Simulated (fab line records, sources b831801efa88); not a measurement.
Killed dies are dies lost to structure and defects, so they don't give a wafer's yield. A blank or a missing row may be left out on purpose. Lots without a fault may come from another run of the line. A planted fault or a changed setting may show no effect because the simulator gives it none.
Which tool did it? | flow gf180mcu | 11 lots, 31 wafers sampled, at 5 steps of a route of 602

WHAT THE GAUGES READ, wafer by wafer
GF_V3_RS_MEAS_24: measures by four-point-probe. Usual: V3_W_RS 0.328 ohm/sq, standard deviation 0.0038.
lot  | measured     | on            | V3_W_RS (ohm/sq)  | flag
L908 | day 22 05:54 | film_metro-02 | 0.332 0.330 0.326 |
L909 | day 22 13:53 | film_metro-03 | 0.322 0.328 0.325 |
L910 | day 23 00:35 | film_metro-02 | 0.325 0.326 0.329 |
L911 | day 23 07:34 | film_metro-01 | 0.325 0.333 0.332 |
L913 | day 24 02:06 | film_metro-01 | 0.325 0.323 0.326 |
L914 | day 24 12:50 | film_metro-03 | 0.326 0.331 0.327 |
L916 | day 25 01:19 | film_metro-03 | 0.324 0.327 0.329 |
L917 | day 25 16:16 | film_metro-02 | 0.327 0.324 0.326 |
L921 | day 27 03:40 | film_metro-01 | 1.093 1.110       | OFF
L923 | day 27 20:08 | film_metro-02 | 0.329 1.157       | OFF
L929 | day 29 11:57 | film_metro-03 | 0.325 0.325 0.324 |

GF_V3_THK_MEAS_25: measures by xrf. Usual: V3_W_THK 359 nm, standard deviation 5.6.
lot  | measured     | on            | V3_W_THK (nm) | flag
L908 | day 22 06:01 | film_metro-02 | 360 365 366   |
L909 | day 22 13:59 | film_metro-03 | 368 357 362   |
L910 | day 23 00:42 | film_metro-02 | 368 367 362   |
L911 | day 23 07:40 | film_metro-01 | 356 350 351   |
L913 | day 24 02:13 | film_metro-01 | 355 357 356   |
L914 | day 24 12:58 | film_metro-03 | 363 358 362   |
L916 | day 25 01:25 | film_metro-03 | 364 362 358   |
L917 | day 25 16:23 | film_metro-02 | 365 367 367   |
L921 | day 27 03:45 | film_metro-01 | 109 106       | OFF
L923 | day 27 20:16 | film_metro-02 | 361 103       | OFF
L929 | day 29 12:04 | film_metro-03 | 363 364 363   |

WHICH TOOL RAN EACH LOT (tool, then ch and the chambers of the sampled wafers, then the start)
lot  | GF_M3_SPUTTER_03             | GF_V3_STRIP_18                       | GF_V3_CVD_23
L908 | pvd_sputter-03, day 20 04:22 | plasma_asher-04 ch 0,1, day 22 05:07 | cvd_w-01 ch 0,1, day 22 05:47
L909 | pvd_sputter-03, day 20 12:13 | plasma_asher-04 ch 0,1, day 22 13:05 | cvd_w-02 ch 0,1, day 22 13:46
L910 | pvd_sputter-01, day 20 22:32 | plasma_asher-03 ch 1, day 22 23:49   | cvd_w-02 ch 0,1, day 23 00:28
L911 | pvd_sputter-01, day 21 06:23 | plasma_asher-04 ch 0,1, day 23 06:48 | cvd_w-02 ch 0,1, day 23 07:26
L913 | pvd_sputter-01, day 22 01:49 | plasma_asher-04 ch 0,1, day 24 01:19 | cvd_w-02 ch 0,1, day 24 01:58
L914 | pvd_sputter-02, day 22 14:05 | plasma_asher-04 ch 0,1, day 24 12:06 | cvd_w-02 ch 0,1, day 24 12:44
L916 | pvd_sputter-02, day 23 01:58 | plasma_asher-02 ch 0,1, day 25 00:33 | cvd_w-02 ch 0,1, day 25 01:11
L917 | pvd_sputter-03, day 23 18:58 | plasma_asher-04 ch 0,1, day 25 15:31 | cvd_w-02 ch 0,1, day 25 16:10
L921 | pvd_sputter-02, day 25 06:58 | plasma_asher-03 ch 1, day 27 02:53   | cvd_w-01 ch 0, day 27 03:32
L923 | pvd_sputter-03, day 26 00:16 | plasma_asher-02 ch 1, day 27 19:21   | cvd_w-01 ch 0, day 27 20:02
L929 | pvd_sputter-02, day 27 19:08 | plasma_asher-02 ch 0, day 29 11:07   | cvd_w-02 ch 1, day 29 11:49
- GF_M3_SPUTTER_03: material Ti, target thk 10 nm, time 6.7 s.
- GF_V3_STRIP_18: strips in O2/N2.
- GF_V3_CVD_23: deposits W, target thk 350 nm, time 104.9 s.

WHAT THE TOOLS THEMSELVES READ (means of the sampled wafers that have a number; where no wafer has one, the mark that the record gives instead)
GF_M3_SPUTTER_03. Usual: throttle_valve_pct 29.7 %, standard deviation 1.2.
lot  | tool           | throttle_valve_pct (%) | flag
L908 | pvd_sputter-03 | 29.8                   |
L909 | pvd_sputter-03 | 29.4                   |
L910 | pvd_sputter-01 | 29.1                   |
L911 | pvd_sputter-01 | 29.1                   |
L913 | pvd_sputter-01 | 29.1                   |
L914 | pvd_sputter-02 | 31.2                   |
L916 | pvd_sputter-02 | 31.2                   |
L917 | pvd_sputter-03 | 28.9                   |
L921 | pvd_sputter-02 | 30.8                   |
L923 | pvd_sputter-03 | 28.6                   |
L929 | pvd_sputter-02 | 31.3                   |

GF_V3_STRIP_18. Usual: drypump_motor_current_A 5.3 A, standard deviation 0.57; heater_power_w 341 W, standard deviation 12; oes_product_au 0.594 a.u., standard deviation 0.0048.
lot  | tool            | drypump_motor_current_A (A) | heater_power_w (W) | oes_product_au (a.u.) | flag
L908 | plasma_asher-04 | 4.9                         | 347                | 0.598                 |
L909 | plasma_asher-04 | 4.9                         | 340                | 0.598                 |
L910 | plasma_asher-03 | 4.8                         | 357                | 0.594                 |
L911 | plasma_asher-04 | 4.9                         | 345                | 0.597                 |
L913 | plasma_asher-04 | 5.0                         | 342                | 0.592                 |
L914 | plasma_asher-04 | 4.9                         | 340                | 0.595                 |
L916 | plasma_asher-02 | 5.5                         | 346                | 0.599                 |
L917 | plasma_asher-04 | 4.9                         | 341                | 0.594                 |
L921 | plasma_asher-03 | 4.8                         | 357                | 0.597                 |
L923 | plasma_asher-02 | 5.4                         | 343                | 0.595                 |
L929 | plasma_asher-02 | 5.5                         | 347                | 0.594                 |

GF_V3_CVD_23. Usual: heater_power_w 812 W, standard deviation 52; susceptor_temp_C 400.00 C, standard deviation 0.22.
lot  | tool     | heater_power_w (W) | susceptor_temp_C (C) | flag
L908 | cvd_w-01 | 804                | 400.06               |
L909 | cvd_w-02 | 782                | 399.91               |
L910 | cvd_w-02 | 820                | 400.04               |
L911 | cvd_w-02 | 789                | 399.86               |
L913 | cvd_w-02 | 830                | 399.70               |
L914 | cvd_w-02 | 827                | 400.22               |
L916 | cvd_w-02 | 789                | 400.06               |
L917 | cvd_w-02 | 841                | 400.07               |
L921 | cvd_w-01 | 812                | 399.87               |
L923 | cvd_w-01 | 810                | 400.02               |
L929 | cvd_w-02 | 733                | 400.28               |

THE ANSWER, worked out from the rows above alone
Rule: a lot is off if the mean of its wafers that have a number lies more than 3 standard deviations from the usual mean. A lot without any number at a reading at which 4 lots or more have one is off too. The other lots that the step has rows for count as sound. The gauges are gone through in route order, then the tools' own readings, and for those a lot's mean is taken as printed above. The first step at which some lot is off is used, and at that step the reading that is off furthest; a lot without a number counts as furthest.
Off: L921, L923, at GF_V3_RS_MEAS_24 (V3_W_RS).
A tool fits if, at a process step before that reading, it ran every lot that is off, and no sound lot after the first of them. The gauges at GF_V3_RS_MEAS_24 are tried like those tools. One fits: cvd_w-01 at GF_V3_CVD_23. Its last sound lot is L908 (day 22 05:47), its first lot that is off L921 (day 27 03:32): a fault that began between those two fits.

WHAT THE SIMULATOR HAD PUT IN
Process parameter drift: cvd_w-01, from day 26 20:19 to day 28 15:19, at GF_V3_CVD_23. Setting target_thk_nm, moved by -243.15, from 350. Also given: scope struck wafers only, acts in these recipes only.
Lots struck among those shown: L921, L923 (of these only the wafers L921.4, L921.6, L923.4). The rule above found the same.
